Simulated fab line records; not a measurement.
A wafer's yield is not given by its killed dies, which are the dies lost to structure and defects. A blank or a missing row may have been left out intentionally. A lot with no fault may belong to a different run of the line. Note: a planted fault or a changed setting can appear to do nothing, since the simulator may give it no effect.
Matching of chambers | flow sky130 | cmp-02 running SKY_CONTACT_CMP_27: 4 sister chambers
The step polishes, stops on SiO2, t overpolish 15 s, target thk 0 nm. 4 wafers are shown with their chamber, then 12 later ones without.

== EACH WAFER AND ITS CHAMBER ==
wafer  | chamber | motor current A (A)
L085.2 | 1       | 11.4
L087.3 | 3       | 10.5
L087.4 | 0       | 10.1
L087.6 | 2       | 10.5

== WAFERS WHOSE CHAMBER IS MISSING ==
wafer  | motor current A (A)
L091.3 | 11.5
L091.5 | 11.1
L091.6 | 10.8
L092.3 | 10.3
L092.4 | 10.9
L092.6 | 11.1
L093.1 | 10.1
L093.2 | 12.1
L093.3 | 10.8
L094.1 | 9.8
L094.2 | 11.5
L094.3 | 11.2

== EACH ONE'S CHAMBER ==
wafer  | from the rows above               | in truth
L091.3 | 1                                 | 1
L091.5 | can't be placed: 1 or 2 or 3      | 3
L091.6 | can't be placed: 2 or 3 or 1 or 0 | 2
L092.3 | can't be placed: 2 or 3 or 0      | 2
L092.4 | can't be placed: 2 or 3 or 1 or 0 | 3
L092.6 | can't be placed: 1 or 2 or 3      | 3
L093.1 | can't be placed: 0 or 2 or 3      | 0
L093.2 | 1                                 | 1
L093.3 | can't be placed: 2 or 3 or 1 or 0 | 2
L094.1 | can't be placed: 0 or 2 or 3      | 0
L094.2 | 1                                 | 1
L094.3 | can't be placed: 1 or 2 or 3      | 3
3 of 12 placed correctly. Not placeable from these rows: 9 (in 9, the candidates include the true chamber). Wrongly placed: 0.
How it was worked out, from the rows above alone: a wafer's distance from a chamber is the root of the sum, over the readings, of the square of ((its reading less the chamber's mean) divided by the reading's scatter). The wafer belongs to the nearest chamber; if the next one is less than 2 further off, it can't be placed. The mean given for a chamber averages the wafers shown for that chamber. The scatter: with one shown wafer a chamber, the root of the mean of the squares of how far each hidden wafer lies from its nearest shown one.
